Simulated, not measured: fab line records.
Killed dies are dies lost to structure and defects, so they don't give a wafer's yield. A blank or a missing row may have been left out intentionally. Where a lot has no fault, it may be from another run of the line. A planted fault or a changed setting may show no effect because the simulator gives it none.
fab line records :: flow sky130
record:
  lots: 7
  wafers: 21
  last_day: 50
route steps=708 shown LDD_P@259 LDD_HVN@267
lots untouched by any fault: they come from a run of this same line in which no faults occurred
start_h: hours from the record's opening day to when the first of the lot's shown wafers began :: wait_h: how many hours have passed since the lot's step before this one :: " the same as in the row above :: L1.1+2: a row that stands for several wafers :: - value missing, or start not given :: * or withheld: withheld :: < > ~ a bound
route shown NAME@n: names a module that has steps shown in the file, with the first one's number in the route :: usual: mean/standard deviation of fault-free wafers :: same: alike in all rows :: chamber/n: place in a boat :: sites: readings site by site :: _std_site: the values' standard deviation :: _edge_site: mean of outer sites minus mean of inner sites :: radius_mm: for every site, how far away it sits from the centre of the wafer :: mask NAME#n: copy n :: behind: the most recent tool/chamber to have shaped the wafer :: hold: the reason the lot was held/the length of the hold in hours/how it ended :: device: the n, p or np transistor that did not switch :: end of line: at the end of the route, the tests of the same wafers :: for a step that has no rows: nothing shown but its recipe :: killed: not the wafer's yield, but the dies lost to structure and defects at the first sort :: map: a wafer's dies, x killed, . not, _ none there
set.NAME: the setting that was run; set.NAME@STEP: the one run at that earlier step :: model.NAME: the simulator's own value behind a step, which no gauge read
lots at selected steps of the route; one table per step, one row per wafer
services: from which hour (start_h, from the record's first day; less than 0 if before it) a tool's chamber was out of use, for how many hours, and why
== steps ==
step: SKY_LDD_P_EXPOSE_04
recipe:
  mask_id: PSDM
  na: 0.6
  source_shape: conventional
  sigma_outer: 0.6
  polarization: unpolarized
  target_cd_nm: 380
  dose_mj: 138
step: SKY_LDD_P_PEB_05
recipe:
  temp_c: withheld
  time_s: *
  resist: NOVOLAK
step: SKY_LDD_P_DEVELOP_06
recipe:
  resist: NOVOLAK
  developer: TMAH
  develop_time_s: 60
  dev_temp_c: 23
step: SKY_LDD_P_CD_MEAS_07
recipe:
  target_cd_nm: 380
usual:
  cd_nm: 380.1/2.1
lot.wafer: L393.1
tool: cd_sem-02
chamber: -
start_h: 463.77
wait_h: 0.1
cd_nm: 381.3

lot.wafer: L393.3
tool: cd_sem-02
chamber: -
start_h: 463.77
wait_h: 0.1
cd_nm: 382.6

lot.wafer: L393.4
tool: cd_sem-02
chamber: -
start_h: 463.77
wait_h: 0.1
cd_nm: 381.0

lot.wafer: L396.1
tool: cd_sem-02
chamber: -
start_h: 490.34
wait_h: 0.1
cd_nm: 379.1

lot.wafer: L396.2
tool: cd_sem-02
chamber: -
start_h: 490.34
wait_h: 0.1
cd_nm: 378.4

lot.wafer: L396.5
tool: cd_sem-02
chamber: -
start_h: 490.34
wait_h: 0.1
cd_nm: 381.0

lot.wafer: L403.1
tool: cd_sem-01
chamber: -
start_h: 559.69
wait_h: 0.1
cd_nm: 381.9

lot.wafer: L403.3
tool: cd_sem-01
chamber: -
start_h: 559.69
wait_h: 0.1
cd_nm: 379.6

lot.wafer: L403.5
tool: cd_sem-01
chamber: -
start_h: 559.69
wait_h: 0.1
cd_nm: 382.3

lot.wafer: L405.2
tool: cd_sem-01
chamber: -
start_h: 570.58
wait_h: 0.1
cd_nm: 379.3

lot.wafer: L405.3
tool: cd_sem-01
chamber: -
start_h: 570.58
wait_h: 0.1
cd_nm: 380.0

lot.wafer: L405.6
tool: cd_sem-01
chamber: -
start_h: 570.58
wait_h: 0.1
cd_nm: 380.2

lot.wafer: L404.1
tool: cd_sem-01
chamber: -
start_h: 571.37
wait_h: 0.1
cd_nm: 374.7

lot.wafer: L404.4
tool: cd_sem-01
chamber: -
start_h: 571.37
wait_h: 0.1
cd_nm: 375.4

lot.wafer: L404.6
tool: cd_sem-01
chamber: -
start_h: 571.37
wait_h: 0.1
cd_nm: 373.4

lot.wafer: L406.3
tool: cd_sem-01
chamber: -
start_h: 577.51
wait_h: 0.1
cd_nm: 375.8

lot.wafer: L406.5
tool: cd_sem-01
chamber: -
start_h: 577.51
wait_h: 0.1
cd_nm: 378.8

lot.wafer: L406.6
tool: cd_sem-01
chamber: -
start_h: 577.51
wait_h: 0.1
cd_nm: 378.3

lot.wafer: L413.2
tool: cd_sem-01
chamber: -
start_h: 627.03
wait_h: 0.1
cd_nm: 378.7

lot.wafer: L413.3
tool: cd_sem-01
chamber: -
start_h: 627.03
wait_h: 0.1
cd_nm: 379.8

lot.wafer: L413.5
tool: cd_sem-01
chamber: -
start_h: 627.03
wait_h: 0.1
cd_nm: 378.0
step: SKY_LDD_P_OVL_MEAS_08
usual:
  LDD_P_OVL: -0.8/1.5
lot.wafer: L393.1
tool: overlay-02
chamber: -
start_h: 463.89
wait_h: 0.1
LDD_P_OVL[nm]: -0.9

lot.wafer: L393.3
tool: overlay-02
chamber: -
start_h: 463.89
wait_h: 0.1
LDD_P_OVL[nm]: -2.8

lot.wafer: L393.4
tool: overlay-02
chamber: -
start_h: 463.89
wait_h: 0.1
LDD_P_OVL[nm]: -1.1

lot.wafer: L396.1
tool: overlay-02
chamber: -
start_h: 490.46
wait_h: 0.1
LDD_P_OVL[nm]: -0.8

lot.wafer: L396.2
tool: overlay-02
chamber: -
start_h: 490.46
wait_h: 0.1
LDD_P_OVL[nm]: -0.6

lot.wafer: L396.5
tool: overlay-02
chamber: -
start_h: 490.46
wait_h: 0.1
LDD_P_OVL[nm]: 0.1

lot.wafer: L403.1
tool: overlay-01
chamber: -
start_h: 559.81
wait_h: 0.1
LDD_P_OVL[nm]: -2.6

lot.wafer: L403.3
tool: overlay-01
chamber: -
start_h: 559.81
wait_h: 0.1
LDD_P_OVL[nm]: -3.4

lot.wafer: L403.5
tool: overlay-01
chamber: -
start_h: 559.81
wait_h: 0.1
LDD_P_OVL[nm]: -1.5

lot.wafer: L405.2
tool: overlay-01
chamber: -
start_h: 570.69
wait_h: 0.1
LDD_P_OVL[nm]: 2.0

lot.wafer: L405.3
tool: overlay-01
chamber: -
start_h: 570.69
wait_h: 0.1
LDD_P_OVL[nm]: 0.2

lot.wafer: L405.6
tool: overlay-01
chamber: -
start_h: 570.69
wait_h: 0.1
LDD_P_OVL[nm]: -1.0

lot.wafer: L404.1
tool: overlay-01
chamber: -
start_h: 571.49
wait_h: 0.1
LDD_P_OVL[nm]: 1.5

lot.wafer: L404.4
tool: overlay-01
chamber: -
start_h: 571.49
wait_h: 0.1
LDD_P_OVL[nm]: 0.5

lot.wafer: L404.6
tool: overlay-01
chamber: -
start_h: 571.49
wait_h: 0.1
LDD_P_OVL[nm]: -0.6

lot.wafer: L406.3
tool: overlay-01
chamber: -
start_h: 577.61
wait_h: 0.1
LDD_P_OVL[nm]: -1.1

lot.wafer: L406.5
tool: overlay-01
chamber: -
start_h: 577.61
wait_h: 0.1
LDD_P_OVL[nm]: -1.9

lot.wafer: L406.6
tool: overlay-01
chamber: -
start_h: 577.61
wait_h: 0.1
LDD_P_OVL[nm]: -1.7

lot.wafer: L413.2
tool: overlay-01
chamber: -
start_h: 627.14
wait_h: 0.1
LDD_P_OVL[nm]: -2.2

lot.wafer: L413.3
tool: overlay-01
chamber: -
start_h: 627.14
wait_h: 0.1
LDD_P_OVL[nm]: -3.5

lot.wafer: L413.5
tool: overlay-01
chamber: -
start_h: 627.14
wait_h: 0.1
LDD_P_OVL[nm]: -3.1
step: SKY_LDD_P_IMPLANT_09
recipe:
  species: BF2
  energy_kev: 24.79
  dose_cm2: 1e+13
  tilt_deg: withheld
step: SKY_LDD_P_STRIP_10
recipe:
  chemistry: O2/N2
  power_w: 1400
  pressure_mtorr: 1500
  platen_temp_c: withheld
  o2_flow_sccm: 3000
  n2_flow_sccm: 300
  overash_fraction: 0.5
usual:
  drypump_motor_current_A: 5.64/0.29
  oes_product_au: 0.715/0.0046
  strip_time_to_endpoint_s: 14.19/0.038
lot.wafer: L393.1
tool: plasma_asher-04
chamber: 1
start_h: 464.08
wait_h: 0.1
drypump_motor_current_A: 5.79
oes_product_au: 0.712
rf_hours_counter_h: 3
strip_time_to_endpoint_s: 14.18

lot.wafer: L393.3
tool: plasma_asher-04
chamber: 0
start_h: 464.08
wait_h: 0.1
drypump_motor_current_A: 5.79
oes_product_au: 0.718
rf_hours_counter_h: -
strip_time_to_endpoint_s: 14.21

lot.wafer: L393.4
tool: plasma_asher-04
chamber: 1
start_h: 464.08
wait_h: 0.1
drypump_motor_current_A: 5.76
oes_product_au: 0.723
rf_hours_counter_h: -
strip_time_to_endpoint_s: 14.15

lot.wafer: L396.1
tool: plasma_asher-04
chamber: 1
start_h: 490.65
wait_h: 0.1
drypump_motor_current_A: 5.77
oes_product_au: 0.710
rf_hours_counter_h: 6
strip_time_to_endpoint_s: 14.17

lot.wafer: L396.2
tool: plasma_asher-04
chamber: 0
start_h: 490.65
wait_h: 0.1
drypump_motor_current_A: 5.82
oes_product_au: 0.713
rf_hours_counter_h: 6
strip_time_to_endpoint_s: 14.22

lot.wafer: L396.5
tool: plasma_asher-04
chamber: 1
start_h: 490.65
wait_h: 0.1
drypump_motor_current_A: 5.79
oes_product_au: 0.722
rf_hours_counter_h: -
strip_time_to_endpoint_s: 14.18

lot.wafer: L403.1
tool: plasma_asher-01
chamber: 1
start_h: 560.00
wait_h: 0.1
drypump_motor_current_A: 5.61
oes_product_au: 0.706
rf_hours_counter_h: 71
strip_time_to_endpoint_s: 14.23

lot.wafer: L403.3
tool: plasma_asher-01
chamber: 0
start_h: 560.00
wait_h: 0.1
drypump_motor_current_A: 6.12
oes_product_au: 0.713
rf_hours_counter_h: -
strip_time_to_endpoint_s: 14.25

lot.wafer: L403.5
tool: plasma_asher-01
chamber: 1
start_h: 560.00
wait_h: 0.1
drypump_motor_current_A: 5.59
oes_product_au: 0.720
rf_hours_counter_h: -
strip_time_to_endpoint_s: 14.23

lot.wafer: L405.2
tool: plasma_asher-01
chamber: 1
start_h: 570.87
wait_h: 0.1
drypump_motor_current_A: 5.61
oes_product_au: 0.718
rf_hours_counter_h: 72
strip_time_to_endpoint_s: 14.18

lot.wafer: L405.3
tool: plasma_asher-01
chamber: 0
start_h: 570.87
wait_h: 0.1
drypump_motor_current_A: 6.09
oes_product_au: 0.708
rf_hours_counter_h: -
strip_time_to_endpoint_s: 14.22

lot.wafer: L405.6
tool: plasma_asher-01
chamber: 0
start_h: 570.87
wait_h: 0.1
drypump_motor_current_A: 6.09
oes_product_au: 0.711
rf_hours_counter_h: -
strip_time_to_endpoint_s: 14.18

lot.wafer: L404.1
tool: plasma_asher-03
chamber: 1
start_h: 571.68
wait_h: 0.1
drypump_motor_current_A: 5.14
oes_product_au: 0.710
rf_hours_counter_h: 44
strip_time_to_endpoint_s: 14.21

lot.wafer: L404.4
tool: plasma_asher-03
chamber: 1
start_h: 571.68
wait_h: 0.1
drypump_motor_current_A: 5.13
oes_product_au: 0.712
rf_hours_counter_h: -
strip_time_to_endpoint_s: 14.18

lot.wafer: L404.6
tool: plasma_asher-03
chamber: 0
start_h: 571.68
wait_h: 0.1
drypump_motor_current_A: 5.45
oes_product_au: 0.713
rf_hours_counter_h: -
strip_time_to_endpoint_s: 14.16

lot.wafer: L406.3
tool: plasma_asher-04
chamber: 1
start_h: 577.82
wait_h: 0.1
drypump_motor_current_A: 5.74
oes_product_au: 0.719
rf_hours_counter_h: -
strip_time_to_endpoint_s: 14.17

lot.wafer: L406.5
tool: plasma_asher-04
chamber: 0
start_h: 577.82
wait_h: 0.1
drypump_motor_current_A: 5.80
oes_product_au: 0.713
rf_hours_counter_h: -
strip_time_to_endpoint_s: 14.17

lot.wafer: L406.6
tool: plasma_asher-04
chamber: 1
start_h: 577.82
wait_h: 0.1
drypump_motor_current_A: 5.74
oes_product_au: 0.714
rf_hours_counter_h: -
strip_time_to_endpoint_s: 14.20

lot.wafer: L413.2
tool: plasma_asher-04
chamber: 1
start_h: 627.32
wait_h: 0.1
drypump_motor_current_A: 5.77
oes_product_au: 0.716
rf_hours_counter_h: 20
strip_time_to_endpoint_s: 14.17

lot.wafer: L413.3
tool: plasma_asher-04
chamber: 0
start_h: 627.32
wait_h: 0.1
drypump_motor_current_A: 5.80
oes_product_au: 0.714
rf_hours_counter_h: -
strip_time_to_endpoint_s: 14.19

lot.wafer: L413.5
tool: plasma_asher-04
chamber: 1
start_h: 627.32
wait_h: 0.1
drypump_motor_current_A: 5.75
oes_product_au: 0.719
rf_hours_counter_h: -
strip_time_to_endpoint_s: 14.18
step: SKY_LDD_P_TW_MEAS_11
usual:
  LDD_P_TW: 635/3.4
lot.wafer: L393.1
tool: film_metro-03
chamber: -
start_h: 464.18
wait_h: 0.1
LDD_P_TW: 639

lot.wafer: L393.3
tool: film_metro-03
chamber: -
start_h: 464.18
wait_h: 0.1
LDD_P_TW: 635

lot.wafer: L393.4
tool: film_metro-03
chamber: -
start_h: 464.18
wait_h: 0.1
LDD_P_TW: 637

lot.wafer: L396.1
tool: film_metro-02
chamber: -
start_h: 490.75
wait_h: 0.1
LDD_P_TW: 637

lot.wafer: L396.2
tool: film_metro-02
chamber: -
start_h: 490.75
wait_h: 0.1
LDD_P_TW: 634

lot.wafer: L396.5
tool: film_metro-02
chamber: -
start_h: 490.75
wait_h: 0.1
LDD_P_TW: 633

lot.wafer: L403.1
tool: film_metro-02
chamber: -
start_h: 560.10
wait_h: 0.1
LDD_P_TW: 628

lot.wafer: L403.3
tool: film_metro-02
chamber: -
start_h: 560.10
wait_h: 0.1
LDD_P_TW: 630

lot.wafer: L403.5
tool: film_metro-02
chamber: -
start_h: 560.10
wait_h: 0.1
LDD_P_TW: 631

lot.wafer: L405.2
tool: film_metro-03
chamber: -
start_h: 570.98
wait_h: 0.1
LDD_P_TW: 635

lot.wafer: L405.3
tool: film_metro-03
chamber: -
start_h: 570.98
wait_h: 0.1
LDD_P_TW: 638

lot.wafer: L405.6
tool: film_metro-03
chamber: -
start_h: 570.98
wait_h: 0.1
LDD_P_TW: 638

lot.wafer: L404.1
tool: film_metro-02
chamber: -
start_h: 571.78
wait_h: 0.1
LDD_P_TW: 627

lot.wafer: L404.4
tool: film_metro-02
chamber: -
start_h: 571.78
wait_h: 0.1
LDD_P_TW: 628

lot.wafer: L404.6
tool: film_metro-02
chamber: -
start_h: 571.78
wait_h: 0.1
LDD_P_TW: 626

lot.wafer: L406.3
tool: film_metro-03
chamber: -
start_h: 577.91
wait_h: 0.1
LDD_P_TW: 636

lot.wafer: L406.5
tool: film_metro-03
chamber: -
start_h: 577.91
wait_h: 0.1
LDD_P_TW: 637

lot.wafer: L406.6
tool: film_metro-03
chamber: -
start_h: 577.91
wait_h: 0.1
LDD_P_TW: 637

lot.wafer: L413.2
tool: film_metro-02
chamber: -
start_h: 627.43
wait_h: 0.1
LDD_P_TW: 635

lot.wafer: L413.3
tool: film_metro-02
chamber: -
start_h: 627.43
wait_h: 0.1
LDD_P_TW: 634

lot.wafer: L413.5
tool: film_metro-02
chamber: -
start_h: 627.43
wait_h: 0.1
LDD_P_TW: 635
step: SKY_LDD_HVN_DEHYDRATE_00
recipe:
  temp_c: 200
  time_s: 60
step: SKY_LDD_HVN_HMDS_01
recipe:
  prime_time_s: 60
  prime_temp_c: 120
step: SKY_LDD_HVN_COAT_02
recipe:
  resist: NOVOLAK
  spin_rpm: 3000
  resist_thk_nm: 300
step: SKY_LDD_HVN_SOFTBAKE_03
recipe:
  temp_c: 90
  time_s: 60
  resist: NOVOLAK
step: SKY_LDD_HVN_EXPOSE_04
recipe:
  mask_id: HVNTM
  na: 0.6
  source_shape: conventional
  sigma_outer: 0.6
  polarization: unpolarized
  target_cd_nm: 700
  dose_mj: 127
usual:
  stage_vel_mm_s: 499.98/0.24
lot.wafer: L393.1
tool: iline_stepper-02
chamber: 0
start_h: 479.94
wait_h: -
mask: HVNTM#0
stage_vel_mm_s: 499.94
model.LDD_HVN.overlay_x_nm: -1.372

lot.wafer: L393.3
tool: iline_stepper-02
chamber: 0
start_h: 479.94
wait_h: -
mask: HVNTM#0
stage_vel_mm_s: 499.88
model.LDD_HVN.overlay_x_nm: -1.372

lot.wafer: L393.4
tool: iline_stepper-02
chamber: 0
start_h: 479.94
wait_h: -
mask: HVNTM#0
stage_vel_mm_s: 499.51
model.LDD_HVN.overlay_x_nm: -1.372

lot.wafer: L396.1
tool: iline_stepper-01
chamber: 0
start_h: 506.57
wait_h: -
mask: HVNTM#0
stage_vel_mm_s: 499.82
model.LDD_HVN.overlay_x_nm: 1.519

lot.wafer: L396.2
tool: iline_stepper-01
chamber: 0
start_h: 506.57
wait_h: -
mask: HVNTM#0
stage_vel_mm_s: 499.44
model.LDD_HVN.overlay_x_nm: 1.519

lot.wafer: L396.5
tool: iline_stepper-01
chamber: 0
start_h: 506.57
wait_h: -
mask: HVNTM#0
stage_vel_mm_s: 500.15
model.LDD_HVN.overlay_x_nm: 1.519

lot.wafer: L403.1
tool: iline_stepper-02
chamber: 0
start_h: 575.30
wait_h: -
mask: HVNTM#0
stage_vel_mm_s: 499.51
model.LDD_HVN.overlay_x_nm: 56.46

lot.wafer: L403.3
tool: iline_stepper-02
chamber: 0
start_h: 575.30
wait_h: -
mask: HVNTM#0
stage_vel_mm_s: 499.58
model.LDD_HVN.overlay_x_nm: 56.46

lot.wafer: L403.5
tool: iline_stepper-02
chamber: 0
start_h: 575.30
wait_h: -
mask: HVNTM#0
stage_vel_mm_s: 500.20
model.LDD_HVN.overlay_x_nm: 56.46

lot.wafer: L405.2
tool: iline_stepper-01
chamber: 0
start_h: 585.38
wait_h: -
mask: HVNTM#0
stage_vel_mm_s: 499.83
model.LDD_HVN.overlay_x_nm: -2.554

lot.wafer: L405.3
tool: iline_stepper-01
chamber: 0
start_h: 585.38
wait_h: -
mask: HVNTM#0
stage_vel_mm_s: 499.68
model.LDD_HVN.overlay_x_nm: -2.554

lot.wafer: L405.6
tool: iline_stepper-01
chamber: 0
start_h: 585.38
wait_h: -
mask: HVNTM#0
stage_vel_mm_s: 500.41
model.LDD_HVN.overlay_x_nm: -2.554

lot.wafer: L404.1
tool: iline_stepper-02
chamber: 0
start_h: 586.15
wait_h: -
mask: HVNTM#0
stage_vel_mm_s: 499.91
model.LDD_HVN.overlay_x_nm: 58.45

lot.wafer: L404.4
tool: iline_stepper-02
chamber: 0
start_h: 586.15
wait_h: -
mask: HVNTM#0
stage_vel_mm_s: 500.40
model.LDD_HVN.overlay_x_nm: 58.45

lot.wafer: L404.6
tool: iline_stepper-02
chamber: 0
start_h: 586.15
wait_h: -
mask: HVNTM#0
stage_vel_mm_s: 500.00
model.LDD_HVN.overlay_x_nm: 58.45

lot.wafer: L406.3
tool: iline_stepper-02
chamber: 0
start_h: 591.53
wait_h: -
mask: HVNTM#0
stage_vel_mm_s: 500.09
model.LDD_HVN.overlay_x_nm: 62.02

lot.wafer: L406.5
tool: iline_stepper-02
chamber: 0
start_h: 591.53
wait_h: -
mask: HVNTM#0
stage_vel_mm_s: 499.93
model.LDD_HVN.overlay_x_nm: 62.02

lot.wafer: L406.6
tool: iline_stepper-02
chamber: 0
start_h: 591.53
wait_h: -
mask: HVNTM#0
stage_vel_mm_s: 500.10
model.LDD_HVN.overlay_x_nm: 62.02

lot.wafer: L413.2
tool: iline_stepper-01
chamber: 0
start_h: 642.14
wait_h: -
mask: HVNTM#0
stage_vel_mm_s: 499.85
model.LDD_HVN.overlay_x_nm: -1.613

lot.wafer: L413.3
tool: iline_stepper-01
chamber: 0
start_h: 642.14
wait_h: -
mask: HVNTM#0
stage_vel_mm_s: 499.92
model.LDD_HVN.overlay_x_nm: -1.613

lot.wafer: L413.5
tool: iline_stepper-01
chamber: 0
start_h: 642.14
wait_h: -
mask: HVNTM#0
stage_vel_mm_s: 500.16
model.LDD_HVN.overlay_x_nm: -1.613
step: SKY_LDD_HVN_PEB_05
recipe:
  temp_c: withheld
  time_s: *
  resist: NOVOLAK
step: SKY_LDD_HVN_DEVELOP_06
recipe:
  resist: NOVOLAK
  developer: TMAH
  develop_time_s: 60
  dev_temp_c: 23
step: SKY_LDD_HVN_OVL_MEAS_07
usual:
  LDD_HVN_OVL: 0.3/1.2
lot.wafer: L393.1
tool: overlay-01
chamber: -
start_h: 494.82
wait_h: 0.1
LDD_HVN_OVL[nm]: -0.2

lot.wafer: L393.3
tool: overlay-01
chamber: -
start_h: 494.82
wait_h: 0.1
LDD_HVN_OVL[nm]: -0.3

lot.wafer: L393.4
tool: overlay-01
chamber: -
start_h: 494.82
wait_h: 0.1
LDD_HVN_OVL[nm]: -0.2

lot.wafer: L396.1
tool: overlay-01
chamber: -
start_h: 521.57
wait_h: 0.1
LDD_HVN_OVL[nm]: 0.7

lot.wafer: L396.2
tool: overlay-01
chamber: -
start_h: 521.57
wait_h: 0.1
LDD_HVN_OVL[nm]: 0.6

lot.wafer: L396.5
tool: overlay-01
chamber: -
start_h: 521.57
wait_h: 0.1
LDD_HVN_OVL[nm]: 0.4

lot.wafer: L403.1
tool: overlay-01
chamber: -
start_h: 589.47
wait_h: 0.1
LDD_HVN_OVL[nm]: 58.8

lot.wafer: L403.3
tool: overlay-01
chamber: -
start_h: 589.47
wait_h: 0.1
LDD_HVN_OVL[nm]: 56.5

lot.wafer: L403.5
tool: overlay-01
chamber: -
start_h: 589.47
wait_h: 0.1
LDD_HVN_OVL[nm]: 57.0

lot.wafer: L405.2
tool: overlay-01
chamber: -
start_h: 600.23
wait_h: 0.1
LDD_HVN_OVL[nm]: -0.4

lot.wafer: L405.3
tool: overlay-01
chamber: -
start_h: 600.23
wait_h: 0.1
LDD_HVN_OVL[nm]: -1.1

lot.wafer: L405.6
tool: overlay-01
chamber: -
start_h: 600.23
wait_h: 0.1
LDD_HVN_OVL[nm]: -1.3

lot.wafer: L404.1
tool: overlay-01
chamber: -
start_h: 601.35
wait_h: 0.2
LDD_HVN_OVL[nm]: 58.9

lot.wafer: L404.4
tool: overlay-01
chamber: -
start_h: 601.35
wait_h: 0.2
LDD_HVN_OVL[nm]: 57.9

lot.wafer: L404.6
tool: overlay-01
chamber: -
start_h: 601.35
wait_h: 0.2
LDD_HVN_OVL[nm]: 58.2

lot.wafer: L406.3
tool: overlay-01
chamber: -
start_h: 606.21
wait_h: 0.1
LDD_HVN_OVL[nm]: 61.3

lot.wafer: L406.5
tool: overlay-01
chamber: -
start_h: 606.21
wait_h: 0.1
LDD_HVN_OVL[nm]: 61.4

lot.wafer: L406.6
tool: overlay-01
chamber: -
start_h: 606.21
wait_h: 0.1
LDD_HVN_OVL[nm]: 60.8

lot.wafer: L413.2
tool: overlay-01
chamber: -
start_h: 655.93
wait_h: 0.1
LDD_HVN_OVL[nm]: -0.5

lot.wafer: L413.3
tool: overlay-01
chamber: -
start_h: 655.93
wait_h: 0.1
LDD_HVN_OVL[nm]: -0.2

lot.wafer: L413.5
tool: overlay-01
chamber: -
start_h: 655.93
wait_h: 0.1
LDD_HVN_OVL[nm]: -0.2
step: SKY_LDD_HVN_IMPLANT_08
recipe:
  species: P
  energy_kev: 60
  dose_cm2: 3e+13
  tilt_deg: 40
== services ==
tool: iline_stepper-01
chamber: -
start_h: 460.96
hours: 4.4
kind: pm

tool: plasma_asher-01
chamber: -
start_h: 481.78
hours: 1.5
kind: repair

tool: iline_stepper-01
chamber: -
start_h: 502.61
hours: 1.7
kind: pm

tool: plasma_asher-01
chamber: -
start_h: 508.07
hours: 11.0
kind: repair

tool: plasma_asher-01
chamber: -
start_h: 520.33
hours: 11.1
kind: repair

tool: iline_stepper-02
chamber: -
start_h: 525.49
hours: 2.5
kind: repair

tool: plasma_asher-04
chamber: -
start_h: 531.53
hours: 8.6
kind: repair

tool: iline_stepper-02
chamber: -
start_h: 562.31
hours: 10.7
kind: repair

tool: iline_stepper-02
chamber: -
start_h: 601.11
hours: 1.7
kind: pm
== key ==
first_sign:
  step: SKY_LDD_HVN_OVL_MEAS_07
  reading: LDD_HVN_OVL
  direction: up
  sigmas: 49
  usual: 0.3
  struck: 59.0
effect none on later readings
model_effect:
  step: SKY_LDD_HVN_EXPOSE_04
  value: LDD_HVN.overlay_x_nm
  without: 0.09738
  struck: 58.98
met_at SKY_LDD_HVN_EXPOSE_04
struck_wafers L403.1,L403.3,L403.5,L404.1,L404.4,L404.6,L406.3,L406.5,L406.6
tester_left_out L403,L404,L406
onset_between 479.94 575.30
fault:
  kind: scanner_matching_overlay
  tool: iline_stepper-02
  chamber: -
  onset_h: 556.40
  steps: SKY_LDD_HVN_EXPOSE_04
  offset: 58.882
tester_left_out: of these lots the tester's yield and bins aren't shown, on N5 and GAA mostly nor the transistor test; their killed dies are dies lost to structure and defects alone, not to doping, threshold or leakage, so they don't give the yield
